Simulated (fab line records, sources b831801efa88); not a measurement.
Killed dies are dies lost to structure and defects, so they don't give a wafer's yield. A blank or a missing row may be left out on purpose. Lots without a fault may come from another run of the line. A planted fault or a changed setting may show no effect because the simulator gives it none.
Chamber matching | flow gf180mcu | GF_V2_CMP_04 on cmp-01: 4 sister chambers
The step polishes SiO2. 30 wafers are shown with their chamber, then 12 later ones without.

WAFERS WITH THEIR CHAMBER
wafer  | chamber | motor_current_A (A) | time_to_endpoint_s (s) | slurry_filter_dp_kPa (kPa)
L075.1 | 2       | 12.5                | 86                     | 13.11
L075.2 | 1       | 12.2                | 86                     | 13.51
L075.3 | 3       | 13.6                | 82                     | 13.62
L076.1 | 1       | 11.9                | 79                     | 13.66
L076.3 | 0       | 12.0                | 87                     | 13.41
L076.6 | 0       | 12.2                | 96                     | 13.67
L077.1 | 3       | 13.6                | 82                     | 13.48
L077.3 | 1       | 11.1                | 88                     | 13.47
L077.4 | 2       | 13.3                | 96                     | 13.55
L079.4 | 0       | 11.6                | 95                     | 13.48
L079.5 | 3       | 13.4                | 88                     | 13.70
L079.6 | 0       | 11.5                | 94                     | 13.44
L081.1 | 1       | 12.8                | 88                     | 13.59
L081.4 | 2       | 12.2                | 95                     | 13.36
L081.6 | 1       | 12.3                | 88                     | 13.75
L082.2 | 3       | 12.7                | 82                     | 13.40
L082.3 | 2       | 13.2                | 90                     | 13.45
L082.6 | 0       | 11.5                | 97                     | 13.70
L083.1 | 1       | 11.9                | 94                     | 13.45
L083.3 | 0       | 11.8                | 94                     | 13.39
L083.4 | 2       | 13.0                | 94                     | 13.59
L084.1 | 1       | 11.8                | 80                     | 13.73
L084.4 | 2       | 12.5                | 92                     | 13.58
L084.6 | 2       | 12.6                | 90                     | 13.43
L086.4 | 3       | 13.3                | 91                     | 13.43
L086.5 | 2       | 12.4                | 91                     | 13.52
L086.6 | 1       | 12.3                | 87                     | 13.56
L085.4 | 0       | 11.4                | 89                     | 13.70
L085.5 | 2       | 12.1                | 91                     | 13.64
L085.6 | 3       | 12.8                | 87                     | 13.44

SIGNATURES (means of the wafers above)
reading              | chamber 0 | chamber 1 | chamber 2 | chamber 3 | scatter within a chamber
motor_current_A      | 11.714    | 12.037    | 12.644    | 13.233    | 0.415
time_to_endpoint_s   | 93.14     | 86.25     | 91.67     | 85.33     | 3.89
slurry_filter_dp_kPa | 13.5414   | 13.5900   | 13.4700   | 13.5117   | 0.138
Rule: a wafer's distance from a chamber is the root of the sum, over the readings, of the square of ((its reading less the chamber's mean) divided by the reading's scatter). The wafer belongs to the nearest chamber; if the next one is less than 2 further off, it can't be placed. The scatter: the root of (the sum of the squares of (reading less its chamber's mean) over the shown wafers, divided by (wafers less chambers)).

WAFERS WITHOUT THEIR CHAMBER
wafer  | motor_current_A (A) | time_to_endpoint_s (s) | slurry_filter_dp_kPa (kPa)
L089.1 | 12.2                | 89                     | 13.46
L089.2 | 11.9                | 86                     | 13.68
L089.3 | 12.4                | 84                     | 13.34
L090.3 | 12.8                | 77                     | 13.69
L090.4 | 12.5                | 88                     | 13.56
L090.6 | 12.2                | 83                     | 13.43
L096.2 | 12.5                | 82                     | 13.52
L096.3 | 12.5                | 82                     | 13.68
L096.5 | 12.9                | 86                     | 13.49
L097.3 | 12.3                | 86                     | 13.59
L097.5 | 12.1                | 85                     | 13.72
L097.6 | 13.3                | 79                     | 13.47

WHICH CHAMBER EACH WENT THROUGH
wafer  | from the rows above               | in truth
L089.1 | can't be placed: 1 or 2 or 0 or 3 | 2
L089.2 | can't be placed: 1 or 0           | 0
L089.3 | can't be placed: 1 or 2 or 3 or 0 | 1
L090.3 | can't be placed: 3 or 1 or 2      | 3
L090.4 | can't be placed: 2 or 1 or 3 or 0 | 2
L090.6 | can't be placed: 1 or 2 or 3 or 0 | 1
L096.2 | can't be placed: 1 or 3 or 2 or 0 | 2
L096.3 | can't be placed: 1 or 3 or 2 or 0 | 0
L096.5 | can't be placed: 3 or 2 or 1      | 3
L097.3 | can't be placed: 1 or 2 or 3 or 0 | 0
L097.5 | can't be placed: 1 or 0 or 2      | 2
L097.6 | can't be placed: 3 or 2           | 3
Placed correctly: 0 of 12. Can't be placed from these rows: 12 (the true chamber is among the candidates in 12). Placed wrongly: 0.
